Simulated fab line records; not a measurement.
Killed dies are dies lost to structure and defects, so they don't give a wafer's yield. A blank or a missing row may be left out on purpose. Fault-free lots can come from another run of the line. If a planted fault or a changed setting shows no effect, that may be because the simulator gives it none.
fab line records	flow sfqLine
record lots=7	wafers=21	lastDay=91
route steps=325 shown INCOMING@1 L0@3 L0V@16
lots with no fault: from the same line, run without faults
startH: start of the lot's first displayed wafer, in hours after the record's first day	waitH: hours since the lot's step before	" repeats the value in the row above	L1.1+2: several wafers, shown together as one row	- either no value or no given start	* or withheld: withheld	< > ~ a bound
route shown NAME@n: names a module that has steps shown in the file, with the first one's number in the route	usual: mean and standard deviation over wafers with no fault	same: alike in all rows	chamber/n: place in a boat	sites: per-site readings	_std_site: the standard deviation of these	_edge_site: inner sites' mean taken away from outer sites' mean	radiusMm: how far each site lies from the wafer's centre	mask NAME#n: copy n	behind: the last tool/chamber to shape the wafer	hold: reason for holding the lot/hours on hold/outcome of the hold	device: which transistor (n, p or np) failed to switch	end of line: tests of these same wafers at the route's end	a step without rows: its recipe alone	killed: dies that structure and defects cost at the first sort, which is not the same as the wafer's yield	map: a wafer's dies, marking killed ones x, the rest . and places with no die _
set.NAME: the run value of the setting; set.NAME@STEP: its run value at that earlier step	model.NAME: the simulator's own value behind a step, which no gauge read
lots at selected steps of the route; one table per step, one row per wafer
services: the hour from which a tool's chamber was out of use, counted from the record's first day as startH (under 0 if before that day), plus the number of hours and why
## steps
# step SFQ_INCOMING_BOW_MEAS_900
# recipe mode=bow
# usual INCOMING_BOW=0/6.6
lot.wafer	tool	chamber	startH	waitH	INCOMING_BOW[um]
L990.1	filmMetro-03	-	10.00	-	6
L990.2	"	-	"	"	-14
L990.3	"	-	"	"	9
L992.1	filmMetro-01	-	20.00	-	2
L992.2	"	-	"	"	7
L992.3	"	-	"	"	2
L102.1	filmMetro-03	-	70.00	-	13
L102.2	"	-	"	"	-4
L102.5	"	-	"	"	3
L103.1	filmMetro-02	-	75.00	-	7
L103.5	"	-	"	"	-7
L103.6	"	-	"	"	5
L106.1	filmMetro-01	-	90.00	-	-6
L106.2	"	-	"	"	9
L106.6	"	-	"	"	4
L110.2	filmMetro-03	-	110.02	-	4
L110.3	"	-	"	"	-16
L110.5	"	-	"	"	-1
L113.1	filmMetro-02	-	125.00	-	-1
L113.3	"	-	"	"	7
L113.6	"	-	"	"	-9
# step SFQ_TRILAYER_INCOMING_OXIDATION_002
# recipe tempC=1000	ambient=H2O	targetThkA=5000	pH2oTorr=720	oxTimeS=4939
# step SFQ_TRILAYER_L0_DEP_SPUTTER_003
# recipe material=MoNx_KI	basePressurePa=1.33e-06	targetThkNm=40	powerW=800	timeS=100	chamberPressurePa=0.4
# usual throttleValvePct=30.5/0.97
lot.wafer	tool	chamber	startH	waitH	throttleValvePct
L990.1	pvdSputter-03	-	12.49	0.0	29.1
L990.2	"	-	"	"	31.4
L990.3	"	-	"	"	31.9
L992.1	pvdSputter-06	-	22.49	0.0	29.0
L992.2	"	-	"	"	29.9
L992.3	"	-	"	"	30.5
L102.1	pvdSputter-03	-	72.49	0.0	30.0
L102.2	"	-	"	"	31.9
L102.5	"	-	"	"	29.8
L103.1	pvdSputter-04	-	77.49	0.0	29.8
L103.5	"	-	"	"	30.9
L103.6	"	-	"	"	29.7
L106.1	pvdSputter-04	-	92.49	0.0	31.3
L106.2	"	-	"	"	29.7
L106.6	"	-	"	"	29.6
L110.2	pvdSputter-03	-	112.49	0.0	32.1
L110.3	"	-	"	"	29.1
L110.5	"	-	"	"	29.5
L113.1	pvdSputter-03	-	127.49	0.0	29.6
L113.3	"	-	"	"	31.5
L113.6	"	-	"	"	29.2
# step SFQ_L0_RS_MEAS_901
# recipe thkMeasGauge=four-point-probe	reads=MoNx_KI_of_TRILAYER_L0_DEP_SPUTTER_003
# usual L0_MONX_KI_RS=43.5/0.49
lot.wafer	tool	chamber	startH	waitH	L0_MONX_KI_RS[ohm/sq]
L990.1	filmMetro-02	-	12.56	0.0	43.3
L990.2	"	-	"	"	43.2
L990.3	"	-	"	"	43.0
L992.1	filmMetro-04	-	22.56	0.0	44.2
L992.2	"	-	"	"	44.1
L992.3	"	-	"	"	43.9
L102.1	filmMetro-02	-	72.56	0.0	43.8
L102.2	"	-	"	"	43.2
L102.5	"	-	"	"	43.3
L103.1	filmMetro-03	-	77.72	0.2	43.0
L103.5	"	-	"	"	42.9
L103.6	"	-	"	"	43.3
L106.1	filmMetro-02	-	92.56	0.0	43.4
L106.2	"	-	"	"	43.6
L106.6	"	-	"	"	43.4
L110.2	filmMetro-03	-	112.58	0.1	43.0
L110.3	"	-	"	"	42.8
L110.5	"	-	"	"	42.9
L113.1	filmMetro-02	-	127.56	0.0	43.0
L113.3	"	-	"	"	42.8
L113.6	"	-	"	"	42.5
# step SFQ_L0_THK_MEAS_902
# recipe thkMeasGauge=xrf	reads=MoNx_KI_of_TRILAYER_L0_DEP_SPUTTER_003
# usual L0_MONX_KI_THK=40.2/0.46
lot.wafer	tool	chamber	startH	waitH	L0_MONX_KI_THK[nm]
L990.1	filmMetro-02	-	12.68	0.1	40.4
L990.2	"	-	"	"	40.3
L990.3	"	-	"	"	40.6
L992.1	filmMetro-04	-	22.68	0.1	39.5
L992.2	"	-	"	"	39.8
L992.3	"	-	"	"	39.8
L102.1	filmMetro-02	-	72.68	0.1	39.9
L102.2	"	-	"	"	40.4
L102.5	"	-	"	"	40.4
L103.1	filmMetro-03	-	77.84	0.1	40.6
L103.5	"	-	"	"	40.9
L103.6	"	-	"	"	40.6
L106.1	filmMetro-02	-	92.68	0.1	40.3
L106.2	"	-	"	"	40.2
L106.6	"	-	"	"	40.1
L110.2	filmMetro-03	-	112.69	0.1	40.7
L110.3	"	-	"	"	41.0
L110.5	"	-	"	"	40.8
L113.1	filmMetro-02	-	127.68	0.1	40.7
L113.3	"	-	"	"	40.7
L113.6	"	-	"	"	41.0
# step SFQ_TRILAYER_L0_LITHO_COAT_010
# recipe resist=BARC	spinRpm=3000	resistThkNm=62
# step SFQ_TRILAYER_L0_LITHO_COAT_005
# recipe resist=KrF	spinRpm=3000	resistThkNm=600
# step SFQ_TRILAYER_L0_LITHO_SOFTBAKE_009
# recipe tempC=withheld	timeS=withheld	resist=KrF
# step SFQ_TRILAYER_L0_LITHO_EXPOSE_006
# recipe maskId=L0	na=0.6	sourceShape=conventional	sigmaOuter=0.65	targetCdNm=2000	doseMj=14.4
# step SFQ_TRILAYER_L0_LITHO_PEB_008
# recipe pebTempC=115	pebTimeS=60	resist=KrF
# usual heaterPowerTotalW=79.14/0.07	plateTempC=114.98/0.13
lot.wafer	tool	chamber	startH	waitH	heaterPowerTotalW	plateTempC
L990.1	lithoTrack-01	0	77.25	1.0	79.13	115.12
L990.2	"	0	"	"	79.17	115.08
L990.3	"	0	"	"	79.19	115.24
L992.1	lithoTrack-04	0	89.25	1.0	79.19	114.88
L992.2	"	0	"	"	79.18	114.79
L992.3	"	0	"	"	79.19	114.92
L102.1	lithoTrack-04	0	127.65	1.0	66.05	100.48
L102.2	"	0	"	"	66.00	100.75
L102.5	"	0	"	"	65.93	100.53
L103.1	lithoTrack-04	0	128.85	1.0	65.93	100.31
L103.5	"	0	"	"	65.99	100.37
L103.6	"	0	"	"	65.98	100.66
L106.1	lithoTrack-04	0	154.82	1.0	65.94	100.51
L106.2	"	0	"	"	65.97	100.55
L106.6	"	0	"	"	66.04	100.39
L110.2	lithoTrack-02	0	179.52	0.8	79.05	115.03
L110.3	"	0	"	"	79.19	115.05
L110.5	"	0	"	"	79.21	114.96
L113.1	lithoTrack-02	0	208.49	-	79.16	114.88
L113.3	"	0	"	"	79.20	114.88
L113.6	"	0	"	"	79.19	115.14
# step SFQ_TRILAYER_L0_LITHO_DEVELOP_007
# recipe timeS=60	resist=KrF
# step SFQ_TRILAYER_L0_BARC_OPEN_METAL_ETCH_010
# recipe maskMaterial=PR	chemistry=O2	targetDepthNm=125	target=BARC	icpW=600	biasW=80	pressureMtorr=10	timeS=41.7
# usual drypumpMotorCurrentA=6.1/0.45	oesProductAu=0.684/0.0044
lot.wafer	tool	chamber	startH	waitH	drypumpMotorCurrentA	oesProductAu	rfHoursCounterH
L990.1	rieMetal-02	0	77.55	0.1	6.1	0.688	3
L990.2	"	1	"	"	5.6	0.673	109
L990.3	"	0	"	"	6.1	0.682	-
L992.1	rieMetal-02	0	89.55	0.1	6.1	0.684	5
L992.2	"	1	"	"	5.6	0.678	112
L992.3	"	0	"	"	6.1	0.678	-
L102.1	rieMetal-04	0	127.95	0.1	6.4	0.684	108
L102.2	"	1	"	"	6.6	0.685	117
L102.5	"	1	"	"	6.6	0.681	-
L103.1	rieMetal-02	1	129.15	0.1	5.6	0.680	119
L103.5	"	0	"	"	6.1	0.690	-
L103.6	"	1	"	"	5.6	0.684	-
L106.1	rieMetal-01	1	155.12	0.1	5.6	0.682	14
L106.2	"	0	"	"	5.4	0.684	105
L106.6	"	1	"	"	5.6	0.683	-
L110.2	rieMetal-04	0	179.81	0.1	6.4	0.692	-
L110.3	"	0	"	"	6.4	0.687	-
L110.5	"	0	"	"	6.4	0.677	-
L113.1	rieMetal-04	1	208.79	0.1	6.6	0.687	127
L113.3	"	0	"	"	6.4	0.689	-
L113.6	"	1	"	"	6.6	0.686	-
# step SFQ_TRILAYER_L0_ETCH_METAL_ETCH_008
# recipe target=MoNx_KI	stopOn=SiO2	maskMaterial=PR	chemistry=SF6/O2	targetDepthNm=50	icpW=600	biasW=80	pressureMtorr=10	timeS=25
# usual drypumpMotorCurrentA=6.1/0.45	oesProductAu=0.873/0.007
lot.wafer	tool	chamber	startH	waitH	drypumpMotorCurrentA	oesProductAu	rfHoursCounterH
L990.1	rieMetal-02	0	77.61	0.0	6.0	0.880	3
L990.2	"	1	"	"	5.6	0.876	109
L990.3	"	0	"	"	6.0	0.874	-
L992.1	rieMetal-02	0	89.61	0.0	6.0	0.856	5
L992.2	"	1	"	"	5.6	0.864	112
L992.3	"	0	"	"	6.1	0.864	-
L102.1	rieMetal-04	0	128.01	0.0	6.5	0.876	108
L102.2	"	1	"	"	6.6	0.876	117
L102.5	"	1	"	"	6.6	0.875	-
L103.1	rieMetal-02	1	129.21	0.0	5.6	0.869	119
L103.5	"	0	"	"	6.1	0.877	-
L103.6	"	1	"	"	5.6	0.872	-
L106.1	rieMetal-01	1	155.18	0.0	5.6	0.875	14
L106.2	"	0	"	"	5.4	0.877	105
L106.6	"	1	"	"	5.6	0.873	-
L110.2	rieMetal-04	0	179.93	0.1	6.5	0.885	-
L110.3	"	0	"	"	6.4	0.881	-
L110.5	"	0	"	"	6.5	0.874	-
L113.1	rieMetal-04	1	208.85	0.0	6.6	0.882	127
L113.3	"	0	"	"	6.5	0.878	-
L113.6	"	1	"	"	6.6	0.888	-
# step SFQ_TRILAYER_L0_STRIP_STRIP_009
# recipe gas=O2	powerW=200	platenTempC=40	overashFraction=0.65	chemistry=O2	pressureMtorr=50
# usual drypumpMotorCurrentA=6.1/0.45	oesProductAu=0.999/0.01
lot.wafer	tool	chamber	startH	waitH	drypumpMotorCurrentA	oesProductAu	rfHoursCounterH
L990.1	rieMetal-02	0	77.65	0.0	6.1	0.997	3
L990.2	"	1	"	"	5.6	1.004	109
L990.3	"	0	"	"	6.0	0.996	-
L992.1	rieMetal-02	0	89.65	0.0	6.1	0.990	5
L992.2	"	1	"	"	5.6	0.999	112
L992.3	"	0	"	"	6.1	0.989	-
L102.1	rieMetal-04	0	128.05	0.0	6.5	1.008	109
L102.2	"	1	"	"	6.6	1.003	117
L102.5	"	1	"	"	6.5	1.000	-
L103.1	rieMetal-02	1	129.25	0.0	5.6	0.992	119
L103.5	"	0	"	"	6.0	0.976	-
L103.6	"	1	"	"	5.6	0.990	-
L106.1	rieMetal-01	1	155.22	0.0	5.6	0.994	14
L106.2	"	0	"	"	5.4	0.994	105
L106.6	"	1	"	"	5.6	1.000	-
L110.2	rieMetal-04	0	180.21	0.3	6.5	1.015	-
L110.3	"	0	"	"	6.5	1.006	-
L110.5	"	0	"	"	6.4	1.021	-
L113.1	rieMetal-04	1	208.90	0.0	6.6	0.996	127
L113.3	"	0	"	"	6.4	1.004	-
L113.6	"	1	"	"	6.6	0.987	-
# step SFQ_TRILAYER_L0_STRIP_SOLV_CLEAN_010
# recipe chemistry=NMP	tempC=70	timeS=600
# step SFQ_TRILAYER_L0_CAP_PECVD_011
# recipe material=SiO2	tempC=150	timeS=13.333	pressureTorr=2.4	rfW=183.3	precursor=SiH4/N2O	targetThkNm=60
# usual heaterPowerW=93/15	showerheadVppV=841/47	throttleValvePct=24.6/1
lot.wafer	tool	chamber	startH	waitH	heaterPowerW	showerheadVppV	throttleValvePct
L990.1	pecvd-04	0	78.43	0.0	92	803	22.1
L990.2	"	2	"	"	91	826	23.1
L990.3	"	1	"	"	87	761	23.5
L992.1	pecvd-03	1	90.60	0.0	75	800	25.0
L992.2	"	2	"	"	54	950	24.0
L992.3	"	0	"	"	110	793	24.6
L102.1	pecvd-04	0	128.83	0.0	98	805	22.2
L102.2	"	1	"	"	83	765	23.3
L102.5	"	2	"	"	92	852	23.1
L103.1	pecvd-02	1	130.03	0.0	96	878	24.9
L103.5	"	2	"	"	116	852	24.8
L103.6	"	0	"	"	110	861	26.2
L106.1	pecvd-04	2	156.02	0.0	90	847	23.3
L106.2	"	1	"	"	82	765	23.4
L106.6	"	2	"	"	89	823	23.4
L110.2	pecvd-03	0	181.38	0.0	112	801	25.0
L110.3	"	1	"	"	76	808	25.1
L110.5	"	1	"	"	80	809	25.0
L113.1	pecvd-02	1	209.67	0.0	95	874	25.2
L113.3	"	0	"	"	109	870	26.2
L113.6	"	1	"	"	95	871	25.1
# step SFQ_TRILAYER_L0_VIA_LITHO_COAT_018
# recipe resist=BARC	spinRpm=3000	resistThkNm=62
# step SFQ_TRILAYER_L0_VIA_LITHO_COAT_013
# recipe resist=KrF	spinRpm=3000	resistThkNm=650
# step SFQ_TRILAYER_L0_VIA_LITHO_SOFTBAKE_017
# recipe tempC=withheld	timeS=withheld	resist=KrF
# step SFQ_TRILAYER_L0_VIA_LITHO_EXPOSE_014
# recipe maskId=L0V	na=0.6	sourceShape=conventional	sigmaOuter=0.65	targetCdNm=700	doseMj=21.3
# usual exposureDoseMJCm2=21.296/0.02	focusOffsetNm=0.0/0.52	reticleTempC=22.99/0.12
lot.wafer	tool	chamber	startH	waitH	mask	exposureDoseMJCm2	focusOffsetNm	reticleTempC
L990.1	krfScanner-02	0	142.82	-	L0V#0	21.292	0.0	22.94
L990.2	"	0	"	"	L0V#0	21.306	1.1	22.99
L990.3	"	0	"	"	L0V#0	21.312	0.5	22.88
L992.1	krfScanner-02	0	152.42	-	L0V#0	21.312	-0.6	22.88
L992.2	"	0	"	"	L0V#0	21.325	-0.6	22.85
L992.3	"	0	"	"	L0V#0	21.294	0.7	22.92
L102.1	krfScanner-01	-	210.69	-	L0V#0	-	-	-
L102.2	"	-	"	"	L0V#0	-	-	-
L102.5	"	-	"	"	L0V#0	-	-	-
L103.1	krfScanner-01	-	211.89	-	L0V#0	-	-	-
L103.5	"	-	"	"	L0V#0	-	-	-
L103.6	"	-	"	"	L0V#0	-	-	-
L106.1	krfScanner-01	-	255.09	-	L0V#0	-	-	-
L106.2	"	-	"	"	L0V#0	-	-	-
L106.6	"	-	"	"	L0V#0	-	-	-
L110.2	krfScanner-01	0	287.69	-	L0V#0	21.273	0.7	23.25
L110.3	"	0	"	"	L0V#0	21.327	0.1	23.14
L110.5	"	0	"	"	L0V#0	21.311	0.6	23.09
L113.1	krfScanner-02	0	319.68	-	L0V#0	21.319	0.9	23.09
L113.3	"	0	"	"	L0V#0	21.293	-0.5	23.21
L113.6	"	0	"	"	L0V#0	21.306	-0.1	23.11
# step SFQ_TRILAYER_L0_VIA_LITHO_PEB_016
# recipe pebTempC=115	pebTimeS=60	resist=KrF
## services
tool	chamber	startH	hours	kind
krfScanner-01	-	-11.03	36.0	pm
pecvd-04	-	-7.14	1.6	repair
rieMetal-02	0	9.28	12.9	repair
krfScanner-01	-	24.97	1.0	pm
krfScanner-01	-	25.97	0.8	pm
pecvd-04	1	26.87	2.5	repair
krfScanner-02	-	46.09	3.6	pm
rieMetal-01	-	54.87	4.3	pm
krfScanner-02	-	76.04	0.8	pm
pecvd-04	1	85.19	16.3	repair
krfScanner-02	-	100.92	1.0	pm
pvdSputter-03	-	102.38	2.9	repair
rieMetal-04	-	121.53	1.4	pm
rieMetal-02	-	127.45	1.4	pm
krfScanner-02	-	128.32	1.3	pm
krfScanner-01	-	130.05	1.3	pm
rieMetal-04	0	148.24	13.7	repair
pecvd-04	0	151.89	11.5	repair
krfScanner-01	-	163.34	1.0	pm
krfScanner-01	-	164.34	0.8	pm
rieMetal-04	1	179.79	14.2	repair
rieMetal-04	0	294.62	6.7	repair
krfScanner-01	-	305.49	1.3	pm
krfScanner-01	-	306.79	0.8	pm
## key
firstSign step=SFQ_TRILAYER_L0_LITHO_PEB_008	reading=heaterPowerTotalW	direction=down	sigmas=99+	usual=79.14	struck=65.98
effect step=SFQ_TRILAYER_L0_LITHO_PEB_008	reading=plateTempC	direction=down	sigmas=99+	usual=*	struck=*
effect step=SFQ_TRILAYER_L0_VIA_LITHO_EXPOSE_014	reading=toolRecord	direction=missing
metAt SFQ_TRILAYER_L0_LITHO_PEB_008
struckWafers L102.1,L102.2,L102.5,L103.1,L103.5,L103.6,L106.1,L106.2,L106.6
onsetBetween 89.25 127.65
fault kind=processParameterDrift	tool=lithoTrack-04	chamber=-	onsetH=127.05	steps=SFQ_TRILAYER_L0_LITHO_PEB_008	channel=pebTempC	offset=*	shape=step	endH=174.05	actsIn=*	stated=*
